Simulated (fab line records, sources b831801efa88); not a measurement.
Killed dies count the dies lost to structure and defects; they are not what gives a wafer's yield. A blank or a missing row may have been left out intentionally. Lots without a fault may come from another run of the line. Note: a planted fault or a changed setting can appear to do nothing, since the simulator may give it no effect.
fab line records / flow sky130
record lots=14 wafers=40 last-day=50
route steps=708 shown POLY_GATE@235 SD_P@327 SD_N@354 VIA2@521
lots untouched by any fault: they come from a run of this same line in which no faults occurred
start-h: hours from the record's opening day to when the first of the lot's shown wafers began / wait-h: hours since the lot's step before / " same as the row above / L1.1+2: a single row standing in for several wafers / - no value, or no start was given / * or withheld: withheld / < > ~ a bound
route shown NAME@n: names a module that has steps shown in the file, with the first one's number in the route / usual: mean/standard deviation of fault-free wafers / same: alike in all rows / chamber/n: place in a boat / sites: readings site by site / _std_site: standard deviation of those values / _edge_site: inner sites' mean taken away from outer sites' mean / radius-mm: for every site, how far away it sits from the centre of the wafer / mask NAME#n: copy n / behind: tool/chamber where the wafer was last shaped / hold: the reason the lot was held/the length of the hold in hours/how it ended / device: transistor that didn't switch, given as n, p or np / end of line: the same wafers' tests at the end of the route / a step given without rows: its recipe and nothing more / killed: count of dies lost to structure and defects at first sort (not the wafer's yield) / map: per-die view of a wafer (x killed, . not killed, _ where there is no die)
set.NAME: the run value of the setting; set.NAME@STEP: its run value at that earlier step / model.NAME: the simulator's own value behind a step, which no gauge read
one table for each step of the route and one row for each wafer, over a sample of lots
services: a tool's chamber out of use, with start hour (start-h, from the record's first day; less than 0 if before it), hours out, and reason
## steps
# step SKY_POLY_GATE_THK_MEAS_21
# recipe reads=SiO2_of_POLY_GATE_OXIDATION_20
# usual POLY_GATE_OXIDATION_THK=4.02/0.1
lot.wafer=L538.3 tool=film-metro-01 chamber=- start-h=391.45 wait-h=0.0 POLY_GATE_OXIDATION_THK[nm]=3.93
lot.wafer=L538.4 tool=film-metro-01 chamber=- start-h=391.45 wait-h=0.0 POLY_GATE_OXIDATION_THK[nm]=3.94
lot.wafer=L538.6 tool=film-metro-01 chamber=- start-h=391.45 wait-h=0.0 POLY_GATE_OXIDATION_THK[nm]=4.02
lot.wafer=L539.3 tool=film-metro-03 chamber=- start-h=391.51 wait-h=0.1 POLY_GATE_OXIDATION_THK[nm]=4.01
lot.wafer=L539.4 tool=film-metro-03 chamber=- start-h=391.51 wait-h=0.1 POLY_GATE_OXIDATION_THK[nm]=4.00
lot.wafer=L539.6 tool=film-metro-03 chamber=- start-h=391.51 wait-h=0.1 POLY_GATE_OXIDATION_THK[nm]=4.11
lot.wafer=L540.3 tool=film-metro-01 chamber=- start-h=396.72 wait-h=0.0 POLY_GATE_OXIDATION_THK[nm]=4.09
lot.wafer=L540.4 tool=film-metro-01 chamber=- start-h=396.72 wait-h=0.0 POLY_GATE_OXIDATION_THK[nm]=4.23
lot.wafer=L540.5 tool=film-metro-01 chamber=- start-h=396.72 wait-h=0.0 POLY_GATE_OXIDATION_THK[nm]=4.07
lot.wafer=L541.1 tool=film-metro-01 chamber=- start-h=396.76 wait-h=0.1 POLY_GATE_OXIDATION_THK[nm]=4.16
lot.wafer=L541.2 tool=film-metro-01 chamber=- start-h=396.76 wait-h=0.1 POLY_GATE_OXIDATION_THK[nm]=4.21
lot.wafer=L541.3 tool=film-metro-01 chamber=- start-h=396.76 wait-h=0.1 POLY_GATE_OXIDATION_THK[nm]=4.22
lot.wafer=L543.1 tool=film-metro-03 chamber=- start-h=405.18 wait-h=0.0 POLY_GATE_OXIDATION_THK[nm]=3.97
lot.wafer=L543.3 tool=film-metro-03 chamber=- start-h=405.18 wait-h=0.0 POLY_GATE_OXIDATION_THK[nm]=4.01
lot.wafer=L543.4 tool=film-metro-03 chamber=- start-h=405.18 wait-h=0.0 POLY_GATE_OXIDATION_THK[nm]=3.85
lot.wafer=L542.3 tool=film-metro-03 chamber=- start-h=406.95 wait-h=0.0 POLY_GATE_OXIDATION_THK[nm]=4.02
lot.wafer=L542.5 tool=film-metro-03 chamber=- start-h=406.95 wait-h=0.0 POLY_GATE_OXIDATION_THK[nm]=3.99
lot.wafer=L542.6 tool=film-metro-03 chamber=- start-h=406.95 wait-h=0.0 POLY_GATE_OXIDATION_THK[nm]=4.05
lot.wafer=L544.2 tool=film-metro-03 chamber=- start-h=437.88 wait-h=0.0 POLY_GATE_OXIDATION_THK[nm]=3.99
lot.wafer=L544.4 tool=film-metro-03 chamber=- start-h=437.88 wait-h=0.0 POLY_GATE_OXIDATION_THK[nm]=4.03
lot.wafer=L544.5 tool=film-metro-03 chamber=- start-h=437.88 wait-h=0.0 POLY_GATE_OXIDATION_THK[nm]=4.01
lot.wafer=L546.1 tool=film-metro-03 chamber=- start-h=446.12 wait-h=0.0 POLY_GATE_OXIDATION_THK[nm]=4.03
lot.wafer=L546.4 tool=film-metro-03 chamber=- start-h=446.12 wait-h=0.0 POLY_GATE_OXIDATION_THK[nm]=4.14
lot.wafer=L546.5 tool=film-metro-03 chamber=- start-h=446.12 wait-h=0.0 POLY_GATE_OXIDATION_THK[nm]=4.05
lot.wafer=L548.1 tool=film-metro-03 chamber=- start-h=472.60 wait-h=0.0 POLY_GATE_OXIDATION_THK[nm]=3.95
lot.wafer=L548.4 tool=film-metro-03 chamber=- start-h=472.60 wait-h=0.0 POLY_GATE_OXIDATION_THK[nm]=3.98
lot.wafer=L548.6 tool=film-metro-03 chamber=- start-h=472.60 wait-h=0.0 POLY_GATE_OXIDATION_THK[nm]=3.98
lot.wafer=L550.1 tool=film-metro-03 chamber=- start-h=481.68 wait-h=0.0 POLY_GATE_OXIDATION_THK[nm]=3.89
lot.wafer=L550.4 tool=film-metro-03 chamber=- start-h=481.68 wait-h=0.0 POLY_GATE_OXIDATION_THK[nm]=3.87
lot.wafer=L550.5 tool=film-metro-03 chamber=- start-h=481.68 wait-h=0.0 POLY_GATE_OXIDATION_THK[nm]=3.93
lot.wafer=L551.2 tool=film-metro-01 chamber=- start-h=483.39 wait-h=0.0 POLY_GATE_OXIDATION_THK[nm]=4.06
lot.wafer=L551.4 tool=film-metro-01 chamber=- start-h=483.39 wait-h=0.0 POLY_GATE_OXIDATION_THK[nm]=4.04
lot.wafer=L551.6 tool=film-metro-01 chamber=- start-h=483.39 wait-h=0.0 POLY_GATE_OXIDATION_THK[nm]=4.02
lot.wafer=L554.3 tool=film-metro-03 chamber=- start-h=508.97 wait-h=0.0 POLY_GATE_OXIDATION_THK[nm]=4.04
lot.wafer=L554.6 tool=film-metro-03 chamber=- start-h=508.97 wait-h=0.0 POLY_GATE_OXIDATION_THK[nm]=4.05
lot.wafer=L557.2 tool=film-metro-01 chamber=- start-h=535.24 wait-h=0.0 POLY_GATE_OXIDATION_THK[nm]=4.05
lot.wafer=L557.6 tool=film-metro-01 chamber=- start-h=535.24 wait-h=0.0 POLY_GATE_OXIDATION_THK[nm]=4.09
lot.wafer=L560.1 tool=film-metro-03 chamber=- start-h=565.43 wait-h=0.0 POLY_GATE_OXIDATION_THK[nm]=4.00
lot.wafer=L560.2 tool=film-metro-03 chamber=- start-h=565.43 wait-h=0.0 POLY_GATE_OXIDATION_THK[nm]=3.88
lot.wafer=L560.4 tool=film-metro-03 chamber=- start-h=565.43 wait-h=0.0 POLY_GATE_OXIDATION_THK[nm]=3.93
# step SKY_SD_P_CD_MEAS_07
# recipe target-cd-nm=380
# usual cd-nm=380.3/2.5
lot.wafer=L538.3 tool=cd-sem-02 chamber=- start-h=605.15 wait-h=0.1 cd-nm=381.1
lot.wafer=L538.4 tool=cd-sem-02 chamber=- start-h=605.15 wait-h=0.1 cd-nm=378.7
lot.wafer=L538.6 tool=cd-sem-02 chamber=- start-h=605.15 wait-h=0.1 cd-nm=379.9
lot.wafer=L539.3 tool=cd-sem-02 chamber=- start-h=608.54 wait-h=0.1 cd-nm=383.6
lot.wafer=L539.4 tool=cd-sem-02 chamber=- start-h=608.54 wait-h=0.1 cd-nm=382.1
lot.wafer=L539.6 tool=cd-sem-02 chamber=- start-h=608.54 wait-h=0.1 cd-nm=381.2
lot.wafer=L541.1 tool=cd-sem-01 chamber=- start-h=613.26 wait-h=0.1 cd-nm=383.9
lot.wafer=L541.2 tool=cd-sem-01 chamber=- start-h=613.26 wait-h=0.1 cd-nm=385.3
lot.wafer=L541.3 tool=cd-sem-01 chamber=- start-h=613.26 wait-h=0.1 cd-nm=387.1
lot.wafer=L540.3 tool=cd-sem-01 chamber=- start-h=614.02 wait-h=0.1 cd-nm=383.0
lot.wafer=L540.4 tool=cd-sem-01 chamber=- start-h=614.02 wait-h=0.1 cd-nm=380.7
lot.wafer=L540.5 tool=cd-sem-01 chamber=- start-h=614.02 wait-h=0.1 cd-nm=381.0
lot.wafer=L543.1 tool=cd-sem-02 chamber=- start-h=621.73 wait-h=0.1 cd-nm=377.6
lot.wafer=L543.3 tool=cd-sem-02 chamber=- start-h=621.73 wait-h=0.1 cd-nm=377.9
lot.wafer=L543.4 tool=cd-sem-02 chamber=- start-h=621.73 wait-h=0.1 cd-nm=377.3
lot.wafer=L542.3 tool=cd-sem-01 chamber=- start-h=625.55 wait-h=0.1 cd-nm=376.0
lot.wafer=L542.5 tool=cd-sem-01 chamber=- start-h=625.55 wait-h=0.1 cd-nm=380.7
lot.wafer=L542.6 tool=cd-sem-01 chamber=- start-h=625.55 wait-h=0.1 cd-nm=380.8
lot.wafer=L544.2 tool=cd-sem-02 chamber=- start-h=653.98 wait-h=0.1 cd-nm=380.4
lot.wafer=L544.4 tool=cd-sem-02 chamber=- start-h=653.98 wait-h=0.1 cd-nm=382.2
lot.wafer=L544.5 tool=cd-sem-02 chamber=- start-h=653.98 wait-h=0.1 cd-nm=377.9
lot.wafer=L546.1 tool=cd-sem-01 chamber=- start-h=660.90 wait-h=0.1 cd-nm=380.3
lot.wafer=L546.4 tool=cd-sem-01 chamber=- start-h=660.90 wait-h=0.1 cd-nm=382.1
lot.wafer=L546.5 tool=cd-sem-01 chamber=- start-h=660.90 wait-h=0.1 cd-nm=380.6
lot.wafer=L548.1 tool=cd-sem-02 chamber=- start-h=684.68 wait-h=0.1 cd-nm=381.0
lot.wafer=L548.4 tool=cd-sem-02 chamber=- start-h=684.68 wait-h=0.1 cd-nm=380.4
lot.wafer=L548.6 tool=cd-sem-02 chamber=- start-h=684.68 wait-h=0.1 cd-nm=378.6
lot.wafer=L550.1 tool=cd-sem-02 chamber=- start-h=692.63 wait-h=0.1 cd-nm=381.5
lot.wafer=L550.4 tool=cd-sem-02 chamber=- start-h=692.63 wait-h=0.1 cd-nm=380.3
lot.wafer=L550.5 tool=cd-sem-02 chamber=- start-h=692.63 wait-h=0.1 cd-nm=380.8
lot.wafer=L551.2 tool=cd-sem-02 chamber=- start-h=694.17 wait-h=0.1 cd-nm=384.9
lot.wafer=L551.4 tool=cd-sem-02 chamber=- start-h=694.17 wait-h=0.1 cd-nm=381.7
lot.wafer=L551.6 tool=cd-sem-02 chamber=- start-h=694.17 wait-h=0.1 cd-nm=384.0
lot.wafer=L554.3 tool=cd-sem-01 chamber=- start-h=718.17 wait-h=0.1 cd-nm=382.2
lot.wafer=L554.6 tool=cd-sem-01 chamber=- start-h=718.17 wait-h=0.1 cd-nm=380.1
lot.wafer=L557.2 tool=cd-sem-01 chamber=- start-h=739.90 wait-h=0.1 cd-nm=379.8
lot.wafer=L557.6 tool=cd-sem-01 chamber=- start-h=739.90 wait-h=0.1 cd-nm=380.1
lot.wafer=L560.1 tool=cd-sem-02 chamber=- start-h=768.88 wait-h=0.1 cd-nm=380.8
lot.wafer=L560.2 tool=cd-sem-02 chamber=- start-h=768.88 wait-h=0.1 cd-nm=378.2
lot.wafer=L560.4 tool=cd-sem-02 chamber=- start-h=768.88 wait-h=0.1 cd-nm=375.9
# step SKY_SD_N_TW_MEAS_12
# usual SD_N_TW=3994/19
lot.wafer=L538.3 tool=film-metro-04 chamber=- start-h=664.18 wait-h=0.1 SD_N_TW=3942
lot.wafer=L538.4 tool=film-metro-04 chamber=- start-h=664.18 wait-h=0.1 SD_N_TW=3965
lot.wafer=L538.6 tool=film-metro-04 chamber=- start-h=664.18 wait-h=0.1 SD_N_TW=3984
lot.wafer=L539.3 tool=film-metro-01 chamber=- start-h=667.02 wait-h=0.1 SD_N_TW=3990
lot.wafer=L539.4 tool=film-metro-01 chamber=- start-h=667.02 wait-h=0.1 SD_N_TW=3995
lot.wafer=L539.6 tool=film-metro-01 chamber=- start-h=667.02 wait-h=0.1 SD_N_TW=3995
lot.wafer=L541.1 tool=film-metro-03 chamber=- start-h=671.24 wait-h=0.1 SD_N_TW=3992
lot.wafer=L541.2 tool=film-metro-03 chamber=- start-h=671.24 wait-h=0.1 SD_N_TW=3980
lot.wafer=L541.3 tool=film-metro-03 chamber=- start-h=671.24 wait-h=0.1 SD_N_TW=3987
lot.wafer=L540.3 tool=film-metro-04 chamber=- start-h=672.86 wait-h=0.1 SD_N_TW=3980
lot.wafer=L540.4 tool=film-metro-04 chamber=- start-h=672.86 wait-h=0.1 SD_N_TW=3998
lot.wafer=L540.5 tool=film-metro-04 chamber=- start-h=672.86 wait-h=0.1 SD_N_TW=3981
lot.wafer=L543.1 tool=film-metro-03 chamber=- start-h=679.86 wait-h=0.1 SD_N_TW=4013
lot.wafer=L543.3 tool=film-metro-03 chamber=- start-h=679.86 wait-h=0.1 SD_N_TW=3999
lot.wafer=L543.4 tool=film-metro-03 chamber=- start-h=679.86 wait-h=0.1 SD_N_TW=4015
lot.wafer=L542.3 tool=film-metro-04 chamber=- start-h=683.98 wait-h=0.1 SD_N_TW=3953
lot.wafer=L542.5 tool=film-metro-04 chamber=- start-h=683.98 wait-h=0.1 SD_N_TW=3984
lot.wafer=L542.6 tool=film-metro-04 chamber=- start-h=683.98 wait-h=0.1 SD_N_TW=3967
lot.wafer=L544.2 tool=film-metro-03 chamber=- start-h=712.02 wait-h=0.1 SD_N_TW=3996
lot.wafer=L544.4 tool=film-metro-03 chamber=- start-h=712.02 wait-h=0.1 SD_N_TW=4016
lot.wafer=L544.5 tool=film-metro-03 chamber=- start-h=712.02 wait-h=0.1 SD_N_TW=4001
lot.wafer=L546.1 tool=film-metro-03 chamber=- start-h=719.00 wait-h=0.1 SD_N_TW=3968
lot.wafer=L546.4 tool=film-metro-03 chamber=- start-h=719.00 wait-h=0.1 SD_N_TW=3996
lot.wafer=L546.5 tool=film-metro-03 chamber=- start-h=719.00 wait-h=0.1 SD_N_TW=4000
lot.wafer=L548.1 tool=film-metro-04 chamber=- start-h=741.05 wait-h=0.1 SD_N_TW=4015
lot.wafer=L548.4 tool=film-metro-04 chamber=- start-h=741.05 wait-h=0.1 SD_N_TW=4030
lot.wafer=L548.6 tool=film-metro-04 chamber=- start-h=741.05 wait-h=0.1 SD_N_TW=4018
lot.wafer=L550.1 tool=film-metro-01 chamber=- start-h=749.65 wait-h=0.1 SD_N_TW=4044
lot.wafer=L550.4 tool=film-metro-01 chamber=- start-h=749.65 wait-h=0.1 SD_N_TW=4012
lot.wafer=L550.5 tool=film-metro-01 chamber=- start-h=749.65 wait-h=0.1 SD_N_TW=4018
lot.wafer=L551.2 tool=film-metro-04 chamber=- start-h=751.52 wait-h=0.1 SD_N_TW=3987
lot.wafer=L551.4 tool=film-metro-04 chamber=- start-h=751.52 wait-h=0.1 SD_N_TW=3988
lot.wafer=L551.6 tool=film-metro-04 chamber=- start-h=751.52 wait-h=0.1 SD_N_TW=3990
lot.wafer=L554.3 tool=film-metro-01 chamber=- start-h=774.48 wait-h=0.1 SD_N_TW=4016
lot.wafer=L554.6 tool=film-metro-01 chamber=- start-h=774.48 wait-h=0.1 SD_N_TW=4029
lot.wafer=L557.2 tool=film-metro-03 chamber=- start-h=794.87 wait-h=0.1 SD_N_TW=4002
lot.wafer=L557.6 tool=film-metro-03 chamber=- start-h=794.87 wait-h=0.1 SD_N_TW=4000
lot.wafer=L560.1 tool=film-metro-04 chamber=- start-h=822.01 wait-h=0.1 SD_N_TW=4017
lot.wafer=L560.2 tool=film-metro-04 chamber=- start-h=822.01 wait-h=0.1 SD_N_TW=3983
lot.wafer=L560.4 tool=film-metro-04 chamber=- start-h=822.01 wait-h=0.1 SD_N_TW=3996
# step SKY_VIA2_ETCH_14
# recipe chemistry=N2/H2 target=BARC ion-energy-ev=200 source-w=500 bias-w=100 pressure-mtorr=30 n2-flow-sccm=100 h2-flow-sccm=200 stop-on=SiO2 time-s=45.9 target-depth-a=600
# usual drypump-motor-current-A=5.9/0.45 n2-flow-sccm=99.98/0.29 oes-product-au=0.854/0.0042 rf-fwd-power-W=495.3/2.1 run-length-s=74.2/0.33 throttle-valve-pct=13.225/0.0086
lot.wafer=L538.3 tool=rie-diel-04 chamber=2 start-h=863.94 wait-h=0.0 drypump-motor-current-A=5.6 n2-flow-sccm=100.41 oes-product-au=0.859 rf-fwd-power-W=498.4 rf-hours-counter-h=14 run-length-s=74.3 throttle-valve-pct=13.220
lot.wafer=L538.4 tool=rie-diel-04 chamber=1 start-h=863.94 wait-h=0.0 drypump-motor-current-A=6.5 n2-flow-sccm=99.96 oes-product-au=0.856 rf-fwd-power-W=491.5 rf-hours-counter-h=7 run-length-s=74.7 throttle-valve-pct=13.235
lot.wafer=L538.6 tool=rie-diel-04 chamber=0 start-h=863.94 wait-h=0.0 drypump-motor-current-A=6.4 n2-flow-sccm=100.17 oes-product-au=0.852 rf-fwd-power-W=493.3 rf-hours-counter-h=- run-length-s=73.9 throttle-valve-pct=13.214
lot.wafer=L539.3 tool=rie-diel-03 chamber=1 start-h=867.02 wait-h=0.0 drypump-motor-current-A=5.2 n2-flow-sccm=99.90 oes-product-au=0.849 rf-fwd-power-W=491.6 rf-hours-counter-h=13 run-length-s=73.8 throttle-valve-pct=13.217
lot.wafer=L539.4 tool=rie-diel-03 chamber=2 start-h=867.02 wait-h=0.0 drypump-motor-current-A=6.2 n2-flow-sccm=99.68 oes-product-au=0.854 rf-fwd-power-W=498.5 rf-hours-counter-h=20 run-length-s=73.9 throttle-valve-pct=13.217
lot.wafer=L539.6 tool=rie-diel-03 chamber=3 start-h=867.02 wait-h=0.0 drypump-motor-current-A=5.8 n2-flow-sccm=99.96 oes-product-au=0.854 rf-fwd-power-W=495.2 rf-hours-counter-h=- run-length-s=73.8 throttle-valve-pct=13.221
lot.wafer=L541.1 tool=rie-diel-04 chamber=3 start-h=871.34 wait-h=0.0 drypump-motor-current-A=5.3 n2-flow-sccm=100.61 oes-product-au=0.851 rf-fwd-power-W=499.9 rf-hours-counter-h=10 run-length-s=74.1 throttle-valve-pct=13.226
lot.wafer=L541.2 tool=rie-diel-04 chamber=1 start-h=871.34 wait-h=0.0 drypump-motor-current-A=6.5 n2-flow-sccm=100.00 oes-product-au=0.856 rf-fwd-power-W=494.4 rf-hours-counter-h=7 run-length-s=74.7 throttle-valve-pct=13.217
lot.wafer=L541.3 tool=rie-diel-04 chamber=0 start-h=871.34 wait-h=0.0 drypump-motor-current-A=6.3 n2-flow-sccm=99.63 oes-product-au=0.856 rf-fwd-power-W=494.6 rf-hours-counter-h=11 run-length-s=73.9 throttle-valve-pct=13.224
lot.wafer=L540.3 tool=rie-diel-03 chamber=0 start-h=872.47 wait-h=0.0 drypump-motor-current-A=6.4 n2-flow-sccm=100.54 oes-product-au=0.855 rf-fwd-power-W=495.4 rf-hours-counter-h=18 run-length-s=74.9 throttle-valve-pct=13.224
lot.wafer=L540.4 tool=rie-diel-03 chamber=1 start-h=872.47 wait-h=0.0 drypump-motor-current-A=5.2 n2-flow-sccm=100.26 oes-product-au=0.851 rf-fwd-power-W=492.9 rf-hours-counter-h=13 run-length-s=73.9 throttle-valve-pct=13.233
lot.wafer=L540.5 tool=rie-diel-03 chamber=2 start-h=872.47 wait-h=0.0 drypump-motor-current-A=6.2 n2-flow-sccm=100.27 oes-product-au=0.850 rf-fwd-power-W=500.4 rf-hours-counter-h=- run-length-s=74.1 throttle-valve-pct=13.218
lot.wafer=L543.1 tool=rie-diel-03 chamber=3 start-h=878.19 wait-h=0.0 drypump-motor-current-A=5.7 n2-flow-sccm=100.20 oes-product-au=0.851 rf-fwd-power-W=493.8 rf-hours-counter-h=17 run-length-s=74.3 throttle-valve-pct=13.230
lot.wafer=L543.3 tool=rie-diel-03 chamber=1 start-h=878.19 wait-h=0.0 drypump-motor-current-A=5.2 n2-flow-sccm=99.50 oes-product-au=0.850 rf-fwd-power-W=493.9 rf-hours-counter-h=13 run-length-s=74.6 throttle-valve-pct=13.229
lot.wafer=L543.4 tool=rie-diel-03 chamber=0 start-h=878.19 wait-h=0.0 drypump-motor-current-A=6.4 n2-flow-sccm=99.94 oes-product-au=0.853 rf-fwd-power-W=499.0 rf-hours-counter-h=18 run-length-s=74.6 throttle-valve-pct=13.234
lot.wafer=L542.3 tool=rie-diel-02 chamber=2 start-h=882.19 wait-h=0.0 drypump-motor-current-A=5.4 n2-flow-sccm=100.37 oes-product-au=0.856 rf-fwd-power-W=494.9 rf-hours-counter-h=22 run-length-s=73.7 throttle-valve-pct=13.229
lot.wafer=L542.5 tool=rie-diel-02 chamber=2 start-h=882.19 wait-h=0.0 drypump-motor-current-A=5.4 n2-flow-sccm=100.42 oes-product-au=0.859 rf-fwd-power-W=495.3 rf-hours-counter-h=- run-length-s=73.7 throttle-valve-pct=13.197
lot.wafer=L542.6 tool=rie-diel-02 chamber=3 start-h=882.19 wait-h=0.0 drypump-motor-current-A=6.1 n2-flow-sccm=99.94 oes-product-au=0.849 rf-fwd-power-W=492.5 rf-hours-counter-h=- run-length-s=74.1 throttle-valve-pct=13.219
lot.wafer=L544.2 tool=rie-diel-03 chamber=1 start-h=908.35 wait-h=0.0 drypump-motor-current-A=5.2 n2-flow-sccm=99.86 oes-product-au=0.854 rf-fwd-power-W=491.4 rf-hours-counter-h=14 run-length-s=74.2 throttle-valve-pct=13.234
lot.wafer=L544.4 tool=rie-diel-03 chamber=0 start-h=908.35 wait-h=0.0 drypump-motor-current-A=6.4 n2-flow-sccm=99.87 oes-product-au=0.851 rf-fwd-power-W=497.5 rf-hours-counter-h=19 run-length-s=74.5 throttle-valve-pct=13.221
lot.wafer=L544.5 tool=rie-diel-03 chamber=2 start-h=908.35 wait-h=0.0 drypump-motor-current-A=6.3 n2-flow-sccm=99.99 oes-product-au=0.855 rf-fwd-power-W=496.3 rf-hours-counter-h=- run-length-s=74.2 throttle-valve-pct=13.220
lot.wafer=L546.1 tool=rie-diel-04 chamber=0 start-h=912.67 wait-h=0.0 drypump-motor-current-A=6.4 n2-flow-sccm=99.96 oes-product-au=0.852 rf-fwd-power-W=493.3 rf-hours-counter-h=12 run-length-s=74.2 throttle-valve-pct=13.222
lot.wafer=L546.4 tool=rie-diel-04 chamber=3 start-h=912.67 wait-h=0.0 drypump-motor-current-A=5.2 n2-flow-sccm=99.79 oes-product-au=0.860 rf-fwd-power-W=497.4 rf-hours-counter-h=11 run-length-s=74.1 throttle-valve-pct=13.230
lot.wafer=L546.5 tool=rie-diel-04 chamber=3 start-h=912.67 wait-h=0.0 drypump-motor-current-A=5.2 n2-flow-sccm=99.95 oes-product-au=0.847 rf-fwd-power-W=497.0 rf-hours-counter-h=- run-length-s=74.1 throttle-valve-pct=13.223
lot.wafer=L548.1 tool=rie-diel-04 chamber=3 start-h=933.57 wait-h=0.0 drypump-motor-current-A=5.2 n2-flow-sccm=99.87 oes-product-au=0.857 rf-fwd-power-W=496.3 rf-hours-counter-h=11 run-length-s=74.4 throttle-valve-pct=13.231
lot.wafer=L548.4 tool=rie-diel-04 chamber=0 start-h=933.57 wait-h=0.0 drypump-motor-current-A=6.4 n2-flow-sccm=100.16 oes-product-au=0.852 rf-fwd-power-W=494.2 rf-hours-counter-h=13 run-length-s=74.1 throttle-valve-pct=13.235
lot.wafer=L548.6 tool=rie-diel-04 chamber=1 start-h=933.57 wait-h=0.0 drypump-motor-current-A=6.5 n2-flow-sccm=100.19 oes-product-au=0.860 rf-fwd-power-W=495.6 rf-hours-counter-h=- run-length-s=74.4 throttle-valve-pct=13.231
lot.wafer=L550.1 tool=rie-diel-03 chamber=1 start-h=939.85 wait-h=0.0 drypump-motor-current-A=5.2 n2-flow-sccm=99.49 oes-product-au=0.855 rf-fwd-power-W=491.9 rf-hours-counter-h=15 run-length-s=74.0 throttle-valve-pct=13.225
lot.wafer=L550.4 tool=rie-diel-03 chamber=0 start-h=939.85 wait-h=0.0 drypump-motor-current-A=6.4 n2-flow-sccm=99.94 oes-product-au=0.853 rf-fwd-power-W=495.8 rf-hours-counter-h=20 run-length-s=74.3 throttle-valve-pct=13.242
lot.wafer=L550.5 tool=rie-diel-03 chamber=1 start-h=939.85 wait-h=0.0 drypump-motor-current-A=5.2 n2-flow-sccm=99.81 oes-product-au=0.849 rf-fwd-power-W=494.4 rf-hours-counter-h=- run-length-s=74.3 throttle-valve-pct=13.221
lot.wafer=L551.2 tool=rie-diel-04 chamber=1 start-h=941.17 wait-h=0.0 drypump-motor-current-A=6.4 n2-flow-sccm=100.19 oes-product-au=0.860 rf-fwd-power-W=494.8 rf-hours-counter-h=9 run-length-s=74.4 throttle-valve-pct=13.228
lot.wafer=L551.4 tool=rie-diel-04 chamber=2 start-h=941.17 wait-h=0.0 drypump-motor-current-A=5.7 n2-flow-sccm=99.97 oes-product-au=0.856 rf-fwd-power-W=497.7 rf-hours-counter-h=16 run-length-s=74.0 throttle-valve-pct=13.210
lot.wafer=L551.6 tool=rie-diel-04 chamber=3 start-h=941.17 wait-h=0.0 drypump-motor-current-A=5.3 n2-flow-sccm=99.88 oes-product-au=0.858 rf-fwd-power-W=496.8 rf-hours-counter-h=- run-length-s=74.3 throttle-valve-pct=13.236
lot.wafer=L554.3 tool=rie-diel-04 chamber=1 start-h=962.95 wait-h=0.0 drypump-motor-current-A=6.5 n2-flow-sccm=100.42 oes-product-au=0.920 rf-fwd-power-W=- rf-hours-counter-h=10 run-length-s=71.0 throttle-valve-pct=13.225
lot.wafer=L554.6 tool=rie-diel-04 chamber=0 start-h=962.95 wait-h=0.0 drypump-motor-current-A=6.3 n2-flow-sccm=99.96 oes-product-au=0.860 rf-fwd-power-W=492.8 rf-hours-counter-h=- run-length-s=73.9 throttle-valve-pct=13.231
lot.wafer=L557.2 tool=rie-diel-04 chamber=3 start-h=984.47 wait-h=0.0 drypump-motor-current-A=5.2 n2-flow-sccm=100.10 oes-product-au=0.922 rf-fwd-power-W=- rf-hours-counter-h=13 run-length-s=70.8 throttle-valve-pct=13.221
lot.wafer=L557.6 tool=rie-diel-04 chamber=3 start-h=984.47 wait-h=0.0 drypump-motor-current-A=5.2 n2-flow-sccm=99.81 oes-product-au=0.859 rf-fwd-power-W=496.9 rf-hours-counter-h=- run-length-s=74.1 throttle-valve-pct=13.224
lot.wafer=L560.1 tool=rie-diel-02 chamber=2 start-h=1004.15 wait-h=0.0 drypump-motor-current-A=5.4 n2-flow-sccm=99.80 oes-product-au=0.847 rf-fwd-power-W=495.5 rf-hours-counter-h=25 run-length-s=73.6 throttle-valve-pct=13.216
lot.wafer=L560.2 tool=rie-diel-02 chamber=0 start-h=1004.15 wait-h=0.0 drypump-motor-current-A=6.0 n2-flow-sccm=100.13 oes-product-au=0.854 rf-fwd-power-W=495.9 rf-hours-counter-h=9 run-length-s=75.0 throttle-valve-pct=13.227
lot.wafer=L560.4 tool=rie-diel-02 chamber=1 start-h=1004.15 wait-h=0.0 drypump-motor-current-A=5.9 n2-flow-sccm=100.03 oes-product-au=0.860 rf-fwd-power-W=492.7 rf-hours-counter-h=8 run-length-s=74.3 throttle-valve-pct=13.223
## services
tool=rie-diel-04 chamber=- start-h=843.61 hours=1.6 kind=repair
tool=rie-diel-03 chamber=1 start-h=858.35 hours=1.2 kind=repair
tool=rie-diel-04 chamber=2 start-h=867.99 hours=9.0 kind=repair
tool=rie-diel-03 chamber=3 start-h=868.54 hours=2.5 kind=repair
tool=rie-diel-04 chamber=1 start-h=873.05 hours=6.6 kind=repair
tool=rie-diel-02 chamber=2 start-h=875.45 hours=4.0 kind=repair
tool=rie-diel-04 chamber=2 start-h=884.98 hours=3.1 kind=repair
tool=rie-diel-02 chamber=- start-h=939.32 hours=2.8 kind=pm
tool=rie-diel-02 chamber=3 start-h=958.98 hours=3.9 kind=repair
tool=rie-diel-03 chamber=- start-h=978.66 hours=2.8 kind=pm
tool=rie-diel-02 chamber=1 start-h=987.06 hours=4.1 kind=repair
tool=rie-diel-02 chamber=1 start-h=992.92 hours=3.9 kind=repair
## key
first-sign step=SKY_VIA2_ETCH_14 reading=oes-product-au direction=up sigmas=16 usual=0.854 struck=0.921
effect step=SKY_VIA2_ETCH_14 reading=run-length-s direction=down sigmas=9.9 usual=* struck=*
met-at SKY_VIA2_ETCH_14
struck-lots L554,L557
struck-wafers L554.3,L557.2
sort-left-out L554.3,L557.2
not-acting-at SKY_POLY_GATE_THK_MEAS_21,SKY_SD_P_CD_MEAS_07,SKY_SD_N_TW_MEAS_12
onset-between 941.17 962.95
fault kind=process-parameter-drift tool=rie-diel-04 chamber=- onset-h=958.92 steps=SKY_VIA2_ETCH_14 channel=time-s offset=* shape=step end-h=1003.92 scope=struck-wafers-only acts-in=* stated=*
# sort-left-out: the simulated sort isn't trusted on such a fault, so these wafers' sort isn't shown, and their yield isn't known
